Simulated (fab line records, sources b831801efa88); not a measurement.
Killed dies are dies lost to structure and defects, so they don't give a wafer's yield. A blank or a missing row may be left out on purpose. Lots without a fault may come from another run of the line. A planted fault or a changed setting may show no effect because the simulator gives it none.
A struck lot beside a sound one | flow gf180mcu | 23 steps out of a route of 602
Sound: wafers L956.1, L956.3, L956.5. Struck: wafers L964.1, L964.3, L964.4. The cause comes at the end.
At each step with rows: each side's tool, then ch and its chambers, then its first start. Under that, the readings that differ: sound wafers | struck wafers | difference of the means | sigmas: that difference in standard deviations of wafers without a fault.
alike: readings whose means differ by less than 2 such deviations, and words and numbers that are the same on both sides. not compared: withheld readings, readings that some wafer has no value for, bounds like >300 that may hide the same value, and numbers for which the record gives no deviation and whose values overlap.
The two part at a step that has a row with sigmas, a row that says differs or no value, or rows on one side only. Numbers that don't overlap but have no deviation are shown without sigmas and don't part them. A reading that every wafer of one side lacks parts them only if that side has two wafers or more.

first, 1 step without rows for these wafers: GF_POLY_GATE_DEVELOP_09 (develop time 60 s).
GF_POLY_GATE_CD_MEAS_10: target cd 280 nm.
  sound on cd_sem-02, day 9 19:06; struck on cd_sem-02, day 12 06:39
  alike: cd_nm
GF_POLY_GATE_OVL_MEAS_11:
  sound on overlay-01, day 9 19:13; struck on overlay-02, day 12 06:46
  alike: POLY_GATE_OVL
GF_POLY_GATE_ETCH_12: etches BARC in N2/H2.
  sound on rie_diel-03 ch 0,3, day 9 19:16; struck on rie_diel-02 ch 1,2, day 12 06:49
  alike: drypump_motor_current_A, h2_flow_sccm, n2_flow_sccm, oes_product_au, throttle_valve_pct
GF_POLY_GATE_ETCH_13: etches poly-Si in HBr/Cl2, stops on SiO2, target depth 198.5 nm, time 69.6 s.
  sound on rie_si-02 ch 2,3, day 9 19:19; struck on rie_si-02 ch 0,2,3, day 12 06:52
  alike: drypump_motor_current_A, oes_product_au, throttle_valve_pct
  not compared: rf_hours_counter_h
GF_POLY_GATE_STRIP_14: strips in O2/N2.
  sound on plasma_asher-01 ch 0,1, day 9 19:22; struck on plasma_asher-03 ch 0,1, day 12 06:55
  alike: drypump_motor_current_A, heater_power_w, n2_flow_sccm, oes_product_au
  not compared: rf_hours_counter_h
then, 2 steps without rows for these wafers: GF_POLY_GATE_CLEAN_15 (cleans in SC1/SC2, time 150 s); GF_POLY_GATE_OXIDATION_16 (stabilise 600 s, purge 300 s, target thk 4 nm).
GF_POLY_GATE_THK_MEAS_17:
  sound on film_metro-03, day 9 22:26; struck on film_metro-03, day 12 10:11
  alike: POLY_GATE_OXIDATION_THK
GF_POLY_GATE_CD_MEAS_18:
  sound on cd_sem-02, day 9 22:30; struck on cd_sem-01, day 12 10:15
  alike: cd_nm
then, 2 steps without rows for these wafers: GF_HV_LDD_DEHYDRATE_00 (time 60 s); GF_HV_LDD_HMDS_01 (prime time 60 s).
GF_HV_LDD_COAT_02: resist thk 1000 nm.
  sound on litho_track-04 ch 0, day 10 07:03; struck on litho_track-03 ch 0, day 12 19:52
  reading                                     | sound                | struck               | difference | sigmas
  spin_speed_rpm (rpm)                        | 2998.9 2999.0 3001.4 | 3163.0 3161.7 3162.7 | +162.7     | +86
  model.NOVOLAK_of_HV_LDD_COAT_02.thk_nm (nm) | 1003 1001 1002       | 976.6 976.8 978.2    | -24.8      |
  alike: resist_line_temp_C
then, 3 steps without rows for these wafers: GF_HV_LDD_SOFTBAKE_03 (time 60 s); GF_HV_LDD_EXPOSE_04 (exposes mask Nplus LV AREA, target cd 400 nm); GF_HV_LDD_PEB_05.
GF_HV_LDD_DEVELOP_06: develop time 60 s.
  sound on litho_track-03 ch 0, day 10 16:49; struck on litho_track-02 ch 0, day 13 05:49
  reading                                     | sound          | struck            | difference | sigmas
  model.NOVOLAK_of_HV_LDD_COAT_02.thk_nm (nm) | 1003 1000 1002 | 976.2 976.4 977.7 | -24.9      |
  alike: resist_line_temp_C
GF_HV_LDD_CD_MEAS_07: target cd 400 nm.
  sound on cd_sem-01, day 10 16:58; struck on cd_sem-02, day 13 05:58
  alike: cd_nm
GF_HV_LDD_OVL_MEAS_08:
  sound on overlay-02, day 10 17:05; struck on overlay-01, day 13 06:05
  alike: HV_LDD_OVL
then, 1 step without rows for these wafers: GF_HV_LDD_IMPLANT_09.
GF_HV_LDD_STRIP_10: strips in O2/N2.
  sound on plasma_asher-03 ch 1, day 10 17:16; struck on plasma_asher-02 ch 0,1, day 13 06:17
  reading                      | sound             | struck            | difference | sigmas
  strip_time_to_endpoint_s (s) | 12.65 12.64 12.65 | 12.36 12.35 12.37 | -0.29      | -8
  alike: drypump_motor_current_A, heater_power_w, n2_flow_sccm, oes_product_au
  not compared: rf_hours_counter_h
GF_HV_LDD_TW_MEAS_11:
  sound on film_metro-04, day 10 17:22; struck on film_metro-02, day 13 06:23
  reading   | sound          | struck         | difference | sigmas
  HV_LDD_TW | 2458 2475 2449 | 2394 2415 2401 | -57        | -3
then, 1 step without rows for these wafers: GF_PASSIVATION_PROBE_99.

WHERE THEY PART
First at GF_HV_LDD_COAT_02; last, within this record, at GF_HV_LDD_TW_MEAS_11.

WHY: what the simulator had put in
Process parameter drift: litho_track-03, from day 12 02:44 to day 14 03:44, at GF_HV_LDD_COAT_02. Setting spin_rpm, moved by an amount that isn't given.
